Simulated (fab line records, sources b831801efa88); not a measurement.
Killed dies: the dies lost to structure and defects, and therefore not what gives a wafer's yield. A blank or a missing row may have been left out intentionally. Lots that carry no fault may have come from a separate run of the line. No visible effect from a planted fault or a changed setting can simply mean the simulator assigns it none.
Tool commonality check + flow gf180mcu + 36 wafers sampled across 12 lots

## THE REASON FOR OPENING IT
Flagged at GF_CONTACT_CD_MEAS_14: reading cd nm, on 2 of 12 lots. Fault-free wafers read 219.4 nm, with a standard deviation of 1.3.
Rule: a lot is flagged when every wafer of it that has a number lies more than 4 standard deviations from that mean, or none has a number. The other lots count as sound.

| lot  | measured     | on        | cd nm (nm), wafer by wafer | flag    |
|------|--------------|-----------|----------------------------|---------|
| L296 | day 16 05:58 | cd sem-02 | 220.0 219.8 220.6          |         |
| L297 | day 16 12:34 | cd sem-02 | 217.3 217.1 216.7          |         |
| L298 | day 16 22:47 | cd sem-02 | 220.4 219.5 219.6          |         |
| L299 | day 17 07:44 | cd sem-02 | 221.1 218.7 218.5          |         |
| L300 | day 17 14:22 | cd sem-01 | 217.3 217.6 217.4          |         |
| L304 | day 19 08:58 | cd sem-01 | 221.5 220.6 221.2          |         |
| L305 | day 19 16:22 | cd sem-01 | 239.9 238.6 237.7          | FLAGGED |
| L309 | day 21 03:40 | cd sem-02 | 238.3 238.1 238.7          | FLAGGED |
| L310 | day 21 13:53 | cd sem-01 | 221.1 218.1 219.4          |         |
| L311 | day 21 19:09 | cd sem-01 | 219.7 218.8 218.1          |         |
| L312 | day 21 22:56 | cd sem-01 | 217.9 218.7 218.5          |         |
| L318 | day 24 02:44 | cd sem-01 | 221.1 220.0 221.0          |         |
The mean of the flagged lots' numbers is 238.6 nm, +19.2 nm from the usual (+15 standard deviations).

## LOT BY LOT: THE TOOL USED
The record holds 1 process step before the reading, out of a route of 602 steps. Every cell lists first the tool, next ch and the chambers used by the sampled wafers, and last the start.
| lot  | flag    | GF_CONTACT_EXPOSE_11              |
|------|---------|-----------------------------------|
| L296 |         | krf scanner-01 ch 0, day 15 19:31 |
| L297 |         | krf scanner-01 ch 0, day 16 01:59 |
| L298 |         | krf scanner-02 ch 0, day 16 12:04 |
| L299 |         | krf scanner-01 ch 0, day 16 19:49 |
| L300 |         | krf scanner-01 ch 0, day 17 02:47 |
| L304 |         | krf scanner-01 ch 0, day 18 21:37 |
| L305 | FLAGGED | krf scanner-01 ch 0, day 19 04:25 |
| L309 | FLAGGED | krf scanner-01 ch 0, day 20 15:31 |
| L310 |         | krf scanner-02 ch 0, day 21 02:27 |
| L311 |         | krf scanner-02 ch 0, day 21 07:19 |
| L312 |         | krf scanner-02 ch 0, day 21 11:23 |
| L318 |         | krf scanner-02 ch 0, day 23 15:54 |
These steps, and what they do:
- GF_CONTACT_EXPOSE_11: exposes mask Contact, target cd 220 nm.
- GF_CONTACT_CD_MEAS_14: target cd 220 nm.

## FLAGGED OVER TOTAL, TOOL BY TOOL (the gauges that took the reading come last)
| step                  | tool           | lots run | flagged | share of the flagged lots | sound lots run after its first flagged lot |
|-----------------------|----------------|----------|---------|---------------------------|--------------------------------------------|
| GF_CONTACT_EXPOSE_11  | krf scanner-01 | 7        | 2       | all                       | 0                                          |
| GF_CONTACT_EXPOSE_11  | krf scanner-02 | 5        | 0       | none                      | -                                          |
| GF_CONTACT_CD_MEAS_14 | cd sem-01      | 7        | 1       | some                      | 4 (L310,L311,L312,L318)                    |
| GF_CONTACT_CD_MEAS_14 | cd sem-02      | 5        | 1       | some                      | 0                                          |

## WHAT THE TABLE PERMITS
In the table, 1 row covers all flagged lots: krf scanner-01 at GF_CONTACT_EXPOSE_11.
- krf scanner-01 at GF_CONTACT_EXPOSE_11 ran 7 lots, 2 of them flagged. A fault beginning between L304 (day 18 21:37), its last sound lot, and L305 (day 19 04:25), its first flagged one, fits the data. Its own readings (exposure dose mJ cm2) fall more than 4 standard deviations out on all wafers of the flagged lots.
One tool is left: krf scanner-01 at GF_CONTACT_EXPOSE_11.

## WHAT HAD BEEN PUT IN BY THE SIMULATOR
Drift in process parameters on krf scanner-01 at GF_CONTACT_EXPOSE_11, starting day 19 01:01. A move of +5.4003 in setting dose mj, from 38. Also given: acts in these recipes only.
Lots struck among those shown: L305, L309. The same result came from the rule above.
